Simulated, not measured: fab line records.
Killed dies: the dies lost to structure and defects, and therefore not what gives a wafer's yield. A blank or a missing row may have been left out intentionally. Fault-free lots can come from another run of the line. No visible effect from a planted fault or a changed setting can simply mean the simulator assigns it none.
Which tool did it? / flow sfq line / 14 lots, 42 wafers sampled, at 1 step of a route of 325

## WHAT THE GAUGES SHOWED, per wafer
Not one reading of a measure or inspect step in the record can be checked against a usual standard deviation.

## WHAT TOOL EACH LOT RAN ON (gives the tool, then ch and the chambers of the sampled wafers, and finally the start)
lot=L723; SFQ_TRILAYER_M8_LITHO_PEB_196=litho track-01 ch 0, day 76 18:14
lot=L725; SFQ_TRILAYER_M8_LITHO_PEB_196=litho track-04 ch 0, day 80 08:41
lot=L726; SFQ_TRILAYER_M8_LITHO_PEB_196=litho track-01 ch 0, day 80 12:19
lot=L727; SFQ_TRILAYER_M8_LITHO_PEB_196=litho track-02 ch 0, day 80 13:28
lot=L729; SFQ_TRILAYER_M8_LITHO_PEB_196=litho track-04, day 81 00:16
lot=L730; SFQ_TRILAYER_M8_LITHO_PEB_196=litho track-02, day 81 03:52
lot=L738; SFQ_TRILAYER_M8_LITHO_PEB_196=litho track-04 ch 0, day 83 05:46
lot=L739; SFQ_TRILAYER_M8_LITHO_PEB_196=litho track-04 ch 0, day 83 06:58
lot=L741; SFQ_TRILAYER_M8_LITHO_PEB_196=litho track-01 ch 0, day 89 10:00
lot=L742; SFQ_TRILAYER_M8_LITHO_PEB_196=litho track-02 ch 0, day 90 00:35
lot=L743; SFQ_TRILAYER_M8_LITHO_PEB_196=litho track-02 ch 0, day 92 18:40
lot=L744; SFQ_TRILAYER_M8_LITHO_PEB_196=litho track-01 ch 0, day 92 19:56
lot=L745; SFQ_TRILAYER_M8_LITHO_PEB_196=litho track-04 ch 0, day 92 23:31
lot=L746; SFQ_TRILAYER_M8_LITHO_PEB_196=litho track-01 ch 0, day 93 02:41
- SFQ_TRILAYER_M8_LITHO_PEB_196: peb time 60 s.

## AS READ BY THE TOOLS THEMSELVES (means over the sampled wafers that have a number; for cases with no such wafer, the mark the record gives instead)
SFQ_TRILAYER_M8_LITHO_PEB_196.
lot=L723; tool=litho track-01; chill plate temp C (C)=23.03; exhaust pa (Pa)=45.0; plate temp C (C)=115.08
lot=L725; tool=litho track-04; chill plate temp C (C)=23.04; exhaust pa (Pa)=44.3; plate temp C (C)=114.97
lot=L726; tool=litho track-01; chill plate temp C (C)=22.92; exhaust pa (Pa)=45.1; plate temp C (C)=114.94
lot=L727; tool=litho track-02; chill plate temp C (C)=23.12; exhaust pa (Pa)=45.3; plate temp C (C)=115.21
lot=L729; tool=litho track-04; chill plate temp C (C)=-; exhaust pa (Pa)=-; plate temp C (C)=-
lot=L730; tool=litho track-02; chill plate temp C (C)=-; exhaust pa (Pa)=-; plate temp C (C)=-
lot=L738; tool=litho track-04; chill plate temp C (C)=23.04; exhaust pa (Pa)=44.1; plate temp C (C)=114.96
lot=L739; tool=litho track-04; chill plate temp C (C)=23.10; exhaust pa (Pa)=44.3; plate temp C (C)=115.23
lot=L741; tool=litho track-01; chill plate temp C (C)=23.03; exhaust pa (Pa)=45.1; plate temp C (C)=115.10
lot=L742; tool=litho track-02; chill plate temp C (C)=22.97; exhaust pa (Pa)=43.8; plate temp C (C)=114.92
lot=L743; tool=litho track-02; chill plate temp C (C)=23.07; exhaust pa (Pa)=44.2; plate temp C (C)=115.00
lot=L744; tool=litho track-01; chill plate temp C (C)=23.08; exhaust pa (Pa)=43.9; plate temp C (C)=114.92
lot=L745; tool=litho track-04; chill plate temp C (C)=23.07; exhaust pa (Pa)=46.2; plate temp C (C)=114.98
lot=L746; tool=litho track-01; chill plate temp C (C)=22.98; exhaust pa (Pa)=46.0; plate temp C (C)=114.95

## THE ANSWER, worked out from the rows above alone
Rule: usual is defined by the lots themselves. Put in order of their means at a reading, lots are off if they are a third of the lots or fewer, leave a main group of 4 or more, and stand apart from it by a gap of 3 or more times the standard deviation of the main group's means; of several such gaps the widest counts. A main group whose means are all the same, to the digits that the tables above print for the reading, isn't used. Also off: a lot with no number at a reading for which 4 or more lots have one. Any other lot the step has rows for is counted as sound. Order of review: gauges by route order, followed by the tools' own readings, for which a lot's mean as printed above is used. At the first step where some lot is off, the reading lying furthest off is the one used; lots without a number count as furthest.
Off: L729, L730 (SFQ_TRILAYER_M8_LITHO_PEB_196, chill plate temp C). Without a number there: L729, L730. Main group: mean 23.04 C, sd 0.055.
A tool fits if, at that step or a process step before it, it ran every lot that is off, and no sound lot after the first of them. Not one of the candidates tried fits.

## WHAT WAS PUT IN BY THE SIMULATOR
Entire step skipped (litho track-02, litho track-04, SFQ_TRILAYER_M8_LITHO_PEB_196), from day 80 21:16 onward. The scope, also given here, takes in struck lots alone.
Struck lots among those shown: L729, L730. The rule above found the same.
